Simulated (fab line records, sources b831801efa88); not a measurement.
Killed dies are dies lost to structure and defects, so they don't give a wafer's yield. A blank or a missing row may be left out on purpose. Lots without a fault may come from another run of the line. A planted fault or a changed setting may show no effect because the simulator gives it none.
A struck lot beside a sound one | flow sky130 | 21 steps out of a route of 708
Sound: wafers L768.1, L768.2, L768.5. Struck: wafer L781.4. (L781.1 of the same lot was not struck and is left out.) The cause comes at the end.
At each step with rows: each side's tool, then ch and its chambers, then its first start. Under that, the readings that differ: sound wafers | struck wafers | difference of the means | sigmas: that difference in standard deviations of wafers without a fault.
alike: readings whose means differ by less than 2 such deviations, and words and numbers that are the same on both sides. not compared: withheld readings, readings that some wafer has no value for, bounds like >300 that may hide the same value, and numbers for which the record gives no deviation and whose values overlap.
The two part at a step that has a row with sigmas, a row that says differs or no value, or rows on one side only. Numbers that don't overlap but have no deviation are shown without sigmas and don't part them. A reading that every wafer of one side lacks parts them only if that side has two wafers or more.

first, 2 steps without rows for these wafers: SKY_LDD_HVP_PEB_05; SKY_LDD_HVP_DEVELOP_06 (develop time 60 s).
SKY_LDD_HVP_OVL_MEAS_07:
  sound on overlay-02, day 24 00:18; struck on overlay-01, day 27 00:35
  alike: LDD_HVP_OVL
then, 1 step without rows for these wafers: SKY_LDD_HVP_IMPLANT_08.
SKY_LDD_HVP_STRIP_09: strips in O2/N2.
  sound on plasma_asher-03 ch 0,1, day 24 00:29; struck on plasma_asher-01 ch 1, day 27 00:46
  alike: drypump_motor_current_A, oes_product_au, strip_time_to_endpoint_s
  not compared: rf_hours_counter_h
SKY_LDD_HVP_TW_MEAS_10:
  sound on film_metro-04, day 24 00:35; struck on film_metro-02, day 27 00:52
  reading    | sound       | struck | difference | sigmas
  LDD_HVP_TW | 444 442 444 | 463    | +20        | +3
then, 6 steps without rows for these wafers: SKY_LDD_LDN_DEHYDRATE_00 (time 60 s); SKY_LDD_LDN_HMDS_01 (prime time 60 s); SKY_LDD_LDN_COAT_02 (resist thk 1140 nm); SKY_LDD_LDN_SOFTBAKE_03 (time 60 s); SKY_LDD_LDN_EXPOSE_04 (exposes mask LDNTM, target cd 700 nm); SKY_LDD_LDN_PEB_05.
SKY_LDD_LDN_DEVELOP_06: develop time 60 s.
  sound on litho_track-02 ch 0, day 25 06:04; struck on litho_track-04 ch 0, day 28 05:02
SKY_LDD_LDN_OVL_MEAS_07:
  sound on overlay-02, day 25 06:13; struck on overlay-01, day 28 05:11
  reading          | sound       | struck | difference | sigmas
  LDD_LDN_OVL (nm) | 1.3 1.5 2.1 | -1.7   | -3.3       | -2
then, 4 steps without rows for these wafers: SKY_LDD_LDN_IMPLANT_08; SKY_LDD_LDN_IMPLANT_09; SKY_LDD_LDN_IMPLANT_10; SKY_LDD_LDN_IMPLANT_11.
SKY_LDD_LDN_STRIP_12: strips in O2/N2.
  sound on plasma_asher-04 ch 0,1, day 25 06:52; struck on plasma_asher-04 ch 1, day 28 05:50
  alike: drypump_motor_current_A, oes_product_au, strip_time_to_endpoint_s
  not compared: rf_hours_counter_h
SKY_LDD_LDN_TW_MEAS_13:
  sound on film_metro-04, day 25 06:58; struck on film_metro-02, day 28 05:56
  reading    | sound          | struck | difference | sigmas
  LDD_LDN_TW | 1460 1471 1463 | 30     | -1435      | -72
then, 1 step without rows for these wafers: SKY_LDD_LDN_CLEAN_14 (cleans in SC1/SC2, time 150 s).

WHERE THEY PART
First at SKY_LDD_HVP_TW_MEAS_10; last, within this record, at SKY_LDD_LDN_TW_MEAS_13.

WHY: what the simulator had put in
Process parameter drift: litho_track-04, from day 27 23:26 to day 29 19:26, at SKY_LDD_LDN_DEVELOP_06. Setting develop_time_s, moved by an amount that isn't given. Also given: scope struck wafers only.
